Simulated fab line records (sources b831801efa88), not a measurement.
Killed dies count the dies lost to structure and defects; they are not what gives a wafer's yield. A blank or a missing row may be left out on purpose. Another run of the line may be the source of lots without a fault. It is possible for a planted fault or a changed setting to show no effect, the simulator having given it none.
Which tool is to blame?	flow gf180mcu	Sampling: 6 lots, 16 wafers, 2 of 602 route steps

## WHAT EACH GAUGE READ, for each wafer
GF_MVSD_TW_MEAS_11.
lot	measured	on	MVSD_TW
L632	day 4 23:47	film-metro-04	1585 1586 1594
L636	day 5 22:16	film-metro-04	1594 1599 1598
L639	day 6 19:23	film-metro-01	1585 1575 1577
L645	day 8 03:40	film-metro-02	1753 1582
L648	day 8 21:23	film-metro-02	1747 1584
L653	day 10 04:20	film-metro-01	1584 1584 1578

## TOOL THAT RAN EACH LOT (tool first, then ch and the chambers of the sampled wafers, then the start)
lot	GF_MVSD_IMPLANT_08
L632	implanter-01 ch 0, day 4 23:25
L636	implanter-01 ch 0, day 5 21:53
L639	implanter-01 ch 0, day 6 19:02
L645	implanter-01 ch 0, day 8 03:16
L648	implanter-01 ch 0, day 8 21:01
L653	implanter-02 ch 0, day 10 03:56
- GF_MVSD_IMPLANT_08

## THE ANSWER, worked out from the rows above alone
Rule: what is usual is taken from the lots themselves. The widest of any qualifying gaps counts: lots, ordered by their means at a reading, are off when they make up no more than a third of the lots, leave a main group of 4 or more, and stand apart from it by 3 or more times the standard deviation of that group's means. Not used: any main group whose means are identical at the precision the tables above print for the reading. A lot without any number at a reading at which 4 lots or more have one is off too. Any other lot the step has rows for is counted as sound.
Off: L645, L648, at GF_MVSD_TW_MEAS_11 (MVSD_TW). Main group: mean 1587, sd 6.9.
A tool fits if, at a process step before that reading, it ran every lot that is off, and no sound lot after the first of them. The gauges at GF_MVSD_TW_MEAS_11 are tried like those tools. 2 tools fit, implanter-01 at GF_MVSD_IMPLANT_08 and film-metro-02 at GF_MVSD_TW_MEAS_11, so this cannot tell which one it is.

## WHAT THE SIMULATOR HAD INSERTED
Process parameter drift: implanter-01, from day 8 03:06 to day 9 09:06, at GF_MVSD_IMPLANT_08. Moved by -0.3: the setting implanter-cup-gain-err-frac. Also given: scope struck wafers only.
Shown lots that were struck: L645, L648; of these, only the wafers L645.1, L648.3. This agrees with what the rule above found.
